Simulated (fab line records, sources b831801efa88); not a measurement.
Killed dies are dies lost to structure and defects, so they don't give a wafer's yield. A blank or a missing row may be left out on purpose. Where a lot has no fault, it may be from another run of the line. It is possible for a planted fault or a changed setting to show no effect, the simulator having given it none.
Matching of chambers + flow sky130 + 4 sister chambers for SKY_VIA3_CMP_02 on cmp-01
The step polishes SiO2. 8 wafers are shown with their chamber, then 7 later ones without.

## EACH WAFER AND ITS CHAMBER
| wafer  | chamber | motor current A (A) |
|--------|---------|---------------------|
| L276.2 | 2       | 15.9                |
| L279.1 | 0       | 10.8                |
| L281.5 | 0       | 10.4                |
| L292.3 | 1       | 10.4                |
| L292.4 | 3       | 13.0                |
| L292.5 | 2       | 16.2                |
| L294.3 | 1       | 10.3                |
| L294.4 | 3       | 12.7                |

## WAFERS WITHOUT THEIR CHAMBER
| wafer  | motor current A (A) |
|--------|---------------------|
| L294.6 | 16.7                |
| L296.1 | 10.6                |
| L296.3 | 12.4                |
| L296.4 | 16.1                |
| L298.1 | 10.1                |
| L298.3 | 10.7                |
| L298.5 | 15.6                |

## WHICH CHAMBER EACH WENT THROUGH
| wafer  | from the rows above     | in truth |
|--------|-------------------------|----------|
| L294.6 | 2                       | 2        |
| L296.1 | can't be placed: 0 or 1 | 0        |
| L296.3 | 3                       | 3        |
| L296.4 | 2                       | 2        |
| L298.1 | can't be placed: 1 or 0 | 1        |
| L298.3 | can't be placed: 0 or 1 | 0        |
| L298.5 | 2                       | 2        |
Placed correctly: 4 of 7. Not placeable from these rows: 3 (in 3, the candidates include the true chamber). Number placed wrongly: 0.
How it was worked out, from the rows above alone: a wafer's distance from a chamber is the root of the sum, over the readings, of the square of ((its reading less the chamber's mean) divided by the reading's scatter). The wafer belongs to the nearest chamber; if the next one is less than 2 further off, it can't be placed. A chamber's mean is the mean of its shown wafers. The scatter: the root of (the sum of the squares of (reading less its chamber's mean) over the shown wafers, divided by (wafers less chambers)).
